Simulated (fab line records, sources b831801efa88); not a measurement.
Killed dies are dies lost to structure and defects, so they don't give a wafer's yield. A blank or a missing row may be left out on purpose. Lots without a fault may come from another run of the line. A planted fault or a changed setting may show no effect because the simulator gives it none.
A struck lot beside a sound one | flow sky130 | 15 steps out of a route of 708
Sound: wafers L737.1, L737.2, L737.4. Struck: wafers L748.1, L748.2, L748.4. The cause comes at the end.
At each step with rows: each side's tool, then ch and its chambers, then its first start. Under that, the readings that differ: sound wafers | struck wafers | difference of the means | sigmas: that difference in standard deviations of wafers without a fault.
alike: readings whose means differ by less than 2 such deviations, and words and numbers that are the same on both sides. not compared: withheld readings, readings that some wafer has no value for, bounds like >300 that may hide the same value, and numbers for which the record gives no deviation and whose values overlap.
The two part at a step that has a row with sigmas, a row that says differs or no value, or rows on one side only. Numbers that don't overlap but have no deviation are shown without sigmas and don't part them. A reading that every wafer of one side lacks parts them only if that side has two wafers or more.

first, 6 steps without rows for these wafers: SKY_METAL4_COAT_07 (resist thk 60 nm); SKY_METAL4_COAT_08 (resist thk 1140 nm); SKY_METAL4_SOFTBAKE_09 (time 90 s); SKY_METAL4_EXPOSE_10 (exposes mask MM4, target cd 300 nm); SKY_METAL4_PEB_11; SKY_METAL4_DEVELOP_12 (develop time 60 s).
SKY_METAL4_CD_MEAS_13: target cd 300 nm.
  sound on cd_sem-01, day 44 07:12; struck on cd_sem-02, day 47 04:06
  alike: cd_nm
SKY_METAL4_OVL_MEAS_14:
  sound on overlay-02, day 44 07:19; struck on overlay-02, day 47 04:13
  alike: METAL4_OVL
SKY_METAL4_DESCUM_15: chemistry O2, time 8 s.
  sound on rie_metal-02 ch 0,1, day 44 07:21; struck on rie_metal-04 ch 0,1, day 47 04:15
  alike: drypump_motor_current_A, he_backside_leak_sccm, oes_product_au
  not compared: rf_hours_counter_h
SKY_METAL4_ETCH_16: etches BARC in N2/H2, stops on SiO2, time 88.2 s, target depth 60 nm.
  sound on rie_metal-02 ch 0,1, day 44 07:23; struck on rie_metal-04 ch 0,1, day 47 04:17
  alike: drypump_motor_current_A, he_backside_leak_sccm, oes_product_au, throttle_valve_pct
  not compared: rf_hours_counter_h
SKY_METAL4_ETCH_17: etches SiO2 in C4F8/O2/Ar, stops on TiN, time 3.9 s, target depth 15 nm.
  sound on rie_diel-02 ch 0,1,2, day 44 07:29; struck on rie_diel-03 ch 0,1,3, day 47 04:23
  alike: oes_product_au
  not compared: rf_hours_counter_h
SKY_METAL4_METAL_ETCH_18: etches the open film in Cl2/BCl3, stops on SiO2, target depth 845 nm, time 183.1 s.
  sound on rie_metal-04 ch 0,1, day 44 07:30; struck on rie_metal-02 ch 0,1, day 47 04:24
  alike: drypump_motor_current_A, he_backside_leak_sccm, oes_product_au, throttle_valve_pct
  not compared: rf_hours_counter_h
SKY_METAL4_STRIP_19: strips in O2/N2.
  sound on plasma_asher-03 ch 0,1, day 44 07:41; struck on plasma_asher-03 ch 0,1, day 47 04:35
  reading                      | sound          | struck         | difference | sigmas
  overash_fraction             | 0.5 0.5 0.5    | 0.3 0.3 0.3    | -0.2       |
  strip_time_to_endpoint_s (s) | 6.44 6.49 6.52 | 6.67 6.64 6.69 | +0.18      | +2
  alike: drypump_motor_current_A, oes_product_au
  not compared: rf_hours_counter_h
then, 1 step without rows for these wafers: SKY_METAL4_STRIP_20 (strips in post etch residue remover, time 1200 s).
-- the record jumps here: 3 days lie between the struck wafers' starts before and after (it left off in module METAL4 and takes up again in module PAD_OPEN, whose first step shown is number 708 of the route) --
SKY_PAD_OPEN_PROBE_99:
  sound on prober-02, day 48 00:46; struck on prober-01, day 50 10:20
  alike: defect_limited_yield, killed_at_M0_to_M3, killed_at_M4_up, killed_at_contacts, killed_at_front_end, killed_at_other, killed_dies, killed_on_rim, killed_open, killed_short, sort_bin_3_pad_short, sort_bin_5_function, sort_bin_6_memory, sort_n_pass, sort_yield_pct

WHERE THEY PART
Only at SKY_METAL4_STRIP_19, within this record. Later steps at which nothing parts them and some readings are alike: SKY_PAD_OPEN_PROBE_99.

WHY: what the simulator had put in
Process parameter drift: plasma_asher-03, from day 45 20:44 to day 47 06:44, at SKY_METAL4_STRIP_19. Setting overash_fraction, moved by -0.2, from 0.5. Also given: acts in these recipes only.
